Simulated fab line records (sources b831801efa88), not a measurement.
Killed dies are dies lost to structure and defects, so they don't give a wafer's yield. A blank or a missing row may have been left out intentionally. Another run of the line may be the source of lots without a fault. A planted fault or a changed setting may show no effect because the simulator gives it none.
One fault through the eyes of 2 desks | flow gf180mcu | only its own numbers are on each desk; what lay behind them is given at the end

## FROM THE METROLOGY DESK
What the gauges read, lot by lot, whatever tool the lot ran on: means of the sampled wafers that have a number. Any lot whose mean is over 4 standard deviations away from the usual mean is out of limits and marked OUT; that distance is given in the brackets.
Columns: A = HV_LDD_TW at GF_HV_LDD_TW_MEAS_11, usual 2398; B = HV_LDD_RS at GF_HV_LDD_RS_MEAS_53, usual 418.0 ohm/sq; C = V2_W_THK at GF_V2_THK_MEAS_25, usual 356 nm; D = cd-nm at GF_M3_CD_MEAS_14, usual 279.9 nm
lot  | first seen here | A               | B               | C   | D
L428 | day 10 00:15    | 2375            | 417.8           | 359 | 279.9
L429 | day 10 08:40    | 2416            | 417.5           | 371 | 279.8
L430 | day 10 17:07    | 2410            | 417.7           | 361 | 277.9
L431 | day 10 23:05    | 2383            | 418.6           | 360 | 281.5
L432 | day 11 06:05    | 2382            | 419.5           | 353 | 277.7
L433 | day 11 12:19    | 2433            | 418.3           | 354 | 280.5
L435 | day 12 13:57    | 2320            | 437.3 (+19) OUT | 352 | 281.3
L439 | day 13 08:53    | 2310 (-4.4) OUT | 438.4 (+20) OUT | 352 | 277.6
L445 | day 15 09:42    | 2373            | 418.2           | 357 | 280.8
L446 | day 15 12:58    | 2374            | 418.0           | 362 | 281.6
L447 | day 15 23:55    | 2376            | 419.6           | 359 | 280.4
L449 | day 16 14:01    | 2403            | 417.6           | 353 | 281.5
L450 | day 16 22:49    | 2403            | 416.4           | 357 | 279.6
This desk finds L435, L439 out of limits, with the earliest case on L439 at day 13 08:53 (HV_LDD_TW at GF_HV_LDD_TW_MEAS_11). L428, L429, L430, L431, L432, L433, L445, L446, L447, L449, L450: within limits.

## AT THE TOOL OWNER'S DESK: implanter-01
For each lot that ran on this tool, the mean over its sampled wafers that have a number, from the tool's own readings at GF_HV_LDD_IMPLANT_09. Any lot whose mean is over 4 standard deviations away from the usual mean is out of limits and marked OUT; that distance is given in the brackets.
Columns: A = dose-ions-cm2 at GF_HV_LDD_IMPLANT_09, usual 1.0003e+14; B = faraday-current-uA at GF_HV_LDD_IMPLANT_09, usual 564
lot  | first seen here | A                    | B
L428 | day 10 00:00    | 9.9963e+13           | 563
L432 | day 11 05:51    | 1.0004e+14           | 572
L433 | day 11 12:04    | 1.0013e+14           | 561
L435 | day 12 13:31    | 9.0107e+13 (-90) OUT | 514 (-4.5) OUT
L439 | day 13 08:39    | 9.0077e+13 (-90) OUT | 512 (-4.8) OUT
This desk finds L435, L439 out of limits, L435 being first, at day 12 13:31 (dose-ions-cm2 at GF_HV_LDD_IMPLANT_09). L428, L432, L433: within limits.

## BROUGHT TOGETHER
At day 12 13:31, on L435, L439, the tool owner's desk was in a position to raise an alarm.
At day 13 08:53 the metrology desk could have sounded an alarm, on L435, L439.
All the named lots went through GF_HV_LDD_IMPLANT_09 on implanter-01.

## WHAT HAD BEEN PUT IN BY THE SIMULATOR
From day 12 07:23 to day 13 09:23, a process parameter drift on implanter-01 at GF_HV_LDD_IMPLANT_09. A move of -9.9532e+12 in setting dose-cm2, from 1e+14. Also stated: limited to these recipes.
Struck lots among those shown: L435, L439.
Time in hours from fault onset to the first out-of-limits reading at each desk: tool owner's desk 6, metrology desk 26.
